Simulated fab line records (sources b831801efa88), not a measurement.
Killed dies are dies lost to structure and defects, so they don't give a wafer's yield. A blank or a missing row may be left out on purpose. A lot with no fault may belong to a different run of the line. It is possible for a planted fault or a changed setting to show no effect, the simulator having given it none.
Struck lot and sound lot, side by side + flow sky130 + 15 out of 708 route steps
Sound: the wafers L220.2, L220.3, L220.6. Wafers L231.1, L231.4, L231.6 were the ones struck. Last of all comes the cause.
For every step that has rows: the tool of each side, followed by ch and its chambers, followed by its first start. Under that, the readings that differ: sound wafers + struck wafers + difference of the means + sigmas: that difference in standard deviations of wafers without a fault.
alike: a reading whose means differ by less than 2 such deviations, as well as words and numbers matching on both sides. not compared: withheld readings; readings where some wafer has no value; bounds like >300 that might hide an equal value; numbers whose values overlap and for which the record gives no deviation.
A row with sigmas, a row that says differs or no value, or rows on one side alone: a step with any of these is where the two part. Numbers that have no deviation but don't overlap get no sigmas and don't part them. A reading that every wafer of one side lacks parts them only if that side has two wafers or more.

first, 3 steps without rows for these wafers: SKY_SONOS_TUNNEL_EXPOSE_04 (exposes mask TUNM, target cd 410 nm); SKY_SONOS_TUNNEL_PEB_05; SKY_SONOS_TUNNEL_DEVELOP_06 (develop time 60 s).
SKY_SONOS_TUNNEL_CD_MEAS_07: the cd target is 410 nm.
  sound: cdSem-02 at day 12 08:28; struck: cdSem-02 at day 15 22:01
  alike: cdNm
SKY_SONOS_TUNNEL_OVL_MEAS_08:
  sound: overlay-02 at day 12 08:35; struck: overlay-01 at day 15 22:08
  alike: SONOS_TUNNEL_OVL
then, 3 steps without rows for these wafers: SKY_SONOS_TUNNEL_IMPLANT_09; SKY_SONOS_TUNNEL_WET_ETCH_10 (etches SiO2 in dHF, target depth 14 nm, time 280 s); SKY_SONOS_TUNNEL_STRIP_11 (strips in SPM, time 600 s).
SKY_SONOS_TUNNEL_TW_MEAS_12:
  sound: filmMetro-04 at day 12 09:02; struck: filmMetro-04 at day 15 22:35
  alike: SONOS_TUNNEL_TW
then, 2 steps without rows for these wafers: SKY_SONOS_TUNNEL_CLEAN_13 (cleans in dHF, time 20 s); SKY_SONOS_ONO_OXIDATION_00 (stabilise 600 s, purge 300 s, target thk 2.6 nm).
SKY_SONOS_ONO_THK_MEAS_01:
  sound: filmMetro-04 at day 12 10:27; struck: filmMetro-01 at day 16 00:26
  alike: SONOS_ONO_OXIDATION_THK
SKY_SONOS_ONO_CVD_02: deposits Si3N4 from DCS/NH3, target thk 10.5 nm, time 180 s.
  sound on lpcvd-02 ch 1, day 12 11:08; struck on lpcvd-02 ch 1, day 16 00:49
| reading                                    | sound             | struck           | difference | sigmas |
|--------------------------------------------|-------------------|------------------|------------|--------|
| model.Si3N4_of_SONOS_ONO_CVD_02.thkNm (nm) | 10.59 10.43 10.47 | 7.064 6.97 7.014 | -3.481     |        |
  alike: zonePowerCentrePct, zonePowerTopPct, zonePowerUpperPct
SKY_SONOS_ONO_THK_MEAS_03:
  sound: filmMetro-03 at day 12 12:11; struck: filmMetro-03 at day 16 02:06
| reading                   | sound             | struck         | difference | sigmas |
|---------------------------|-------------------|----------------|------------|--------|
| SONOS_ONO_CVD_02_THK (nm) | 10.57 10.47 10.45 | 7.05 6.98 7.00 | -3.49      | -27    |
  not compared: hold
-- a jump in the record: the struck wafers' starts before and after are 33 days apart (it breaks off in module SONOS_ONO and resumes in module PAD_OPEN, where the first step shown is number 708 of the route) --
SKY_PAD_OPEN_PROBE_99:
  sound: prober-02 at day 46 16:42; struck: prober-01 at day 49 08:56
| reading                             | sound                   | struck                  | difference | sigmas |
|-------------------------------------|-------------------------|-------------------------|------------|--------|
| model.etest.sonosUncharged.rOnOhmUm | 814.1 790.8 802.6       | 733.3 753.4 741         | -59.9      |        |
| model.etest.sonosErased.driveUaUm   | 189.8 207.3 196.7       | 213.6 233.2 233.6       | +28.9      |        |
| model.etest.capOno.gateLog10ACm2    | -7.599 -7.56 -7.585     | -5.543 -5.576 -5.543    | +2.027     |        |
| model.etest.capOno.gateBvV (V)      | 16.58 16.27 15.84       | 14.53 14.33 14.32       | -1.84      |        |
| model.etest.capOno.toxAccNm (nm)    | 12.64 12.56 12.61       | 11.04 11.07 11.14       | -1.52      |        |
| model.etest.sonosBaked.vtLessV (V)  | -0.5245 -0.5053 -0.5205 | -0.9114 -0.8406 -0.8877 | -0.3631    |        |
| model.etest.sonosProgrammed.vtV (V) | 1.582 1.572 1.58        | 1.771 1.733 1.723       | +0.164     |        |
| model.etest.sonosErased.vtV (V)     | -2.361 -2.402 -2.375    | -2.462 -2.463 -2.462    | -0.083     |        |
  alike: killed_at_M0_to_M3, killed_at_M4_up, killedAtContacts, killedAtFrontEnd, killedAtOther, killedDies, killedOnRim, killedOpen, killedShort

## WHERE THEY PART
Only at SKY_SONOS_ONO_THK_MEAS_03, within this record. Later steps at which nothing parts them and some readings are alike: SKY_PAD_OPEN_PROBE_99.

WHY: whatever the simulator had introduced
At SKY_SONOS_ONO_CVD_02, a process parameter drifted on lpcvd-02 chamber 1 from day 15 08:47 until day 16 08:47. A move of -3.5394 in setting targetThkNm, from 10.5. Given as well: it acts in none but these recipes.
